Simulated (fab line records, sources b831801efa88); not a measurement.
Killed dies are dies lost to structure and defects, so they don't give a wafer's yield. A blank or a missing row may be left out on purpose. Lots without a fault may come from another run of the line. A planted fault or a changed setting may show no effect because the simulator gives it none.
A struck lot beside a sound one | flow sky130 | 15 steps out of a route of 708
Sound: wafers L784.1, L784.4, L784.5. Struck: wafer L787.6. (L787.2 of the same lot was not struck and is left out.) The cause comes at the end.
At each step with rows: each side's tool, then ch and its chambers, then its first start. Under that, the readings that differ: sound wafers | struck wafers | difference of the means | sigmas: that difference in standard deviations of wafers without a fault.
alike: readings whose means differ by less than 2 such deviations, and words and numbers that are the same on both sides. not compared: withheld readings, readings that some wafer has no value for, bounds like >300 that may hide the same value, and numbers for which the record gives no deviation and whose values overlap.
The two part at a step that has a row with sigmas, a row that says differs or no value, or rows on one side only. Numbers that don't overlap but have no deviation are shown without sigmas and don't part them. A reading that every wafer of one side lacks parts them only if that side has two wafers or more.

SKY_VIA4_STRIP_13: strips in O2/N2.
  sound on plasma_asher-02 ch 0,1, day 46 01:52; struck on plasma_asher-04 ch 1, day 47 03:54
  alike: drypump_motor_current_A, oes_product_au, strip_time_to_endpoint_s
  not compared: rf_hours_counter_h
then, 5 steps without rows for these wafers: SKY_VIA4_STRIP_14 (strips in post etch residue remover, time 1200 s); SKY_VIA4_CLEAN_15 (cleans in IPA, time 180 s); SKY_VIA4_CLEAN_16 (cleans in O3/DIW); SKY_VIA4_SPUTTER_17 (material TiN, target thk 20 nm, time 80 s); SKY_VIA4_CVD_18 (deposits W, target thk 505 nm, time 152.14 s).
SKY_VIA4_RS_MEAS_19: measures by four-point-probe.
  sound on film_metro-01, day 46 02:41; struck on film_metro-01, day 47 04:44
  alike: VIA4_W_RS
SKY_VIA4_THK_MEAS_20: measures by xrf.
  sound on film_metro-01, day 46 02:48; struck on film_metro-01, day 47 04:50
  alike: VIA4_W_THK
SKY_VIA4_CMP_21: polishes, stops on SiO2, t overpolish 25 s, target thk 0 nm.
  sound on cmp-02 ch 0,1,3, day 46 02:58; struck on cmp-02 ch 0, day 47 05:07
  alike: motor_current_A, overpolish_run_s, time_to_endpoint_s
SKY_METAL5_SPUTTER_00: material Ti, target thk 15 nm, time 10 s.
  sound on pvd_sputter-02, day 46 03:10; struck on pvd_sputter-03, day 47 05:19
  alike: throttle_valve_pct
then, 1 step without rows for these wafers: SKY_METAL5_SPUTTER_01 (material TiN, target thk 20 nm, time 16.7 s).
SKY_METAL5_SPUTTER_02: material AlCu, target thk 1150 nm, time 61.2 s.
  sound on pvd_sputter-02, day 46 03:12; struck on pvd_sputter-03, day 47 05:22
  alike: throttle_valve_pct
SKY_METAL5_SPUTTER_03: material Ti, target thk 5 nm, time 3.3 s.
  sound on pvd_sputter-02, day 46 03:15; struck on pvd_sputter-03, day 47 05:25
  reading                                   | sound             | struck | difference | sigmas
  model.Ti_of_METAL5_SPUTTER_03.thk_nm (nm) | 5.056 5.117 5.057 | 4.471  | -0.606     |
  alike: throttle_valve_pct
SKY_METAL5_SPUTTER_04: material TiN, target thk 70 nm, time 58.3 s.
  sound on pvd_sputter-02, day 46 03:16; struck on pvd_sputter-03, day 47 05:26
  alike: throttle_valve_pct
then, 1 step without rows for these wafers: SKY_PAD_OPEN_PROBE_99.

WHERE THEY PART
Nowhere in this record.

WHY: what the simulator had put in
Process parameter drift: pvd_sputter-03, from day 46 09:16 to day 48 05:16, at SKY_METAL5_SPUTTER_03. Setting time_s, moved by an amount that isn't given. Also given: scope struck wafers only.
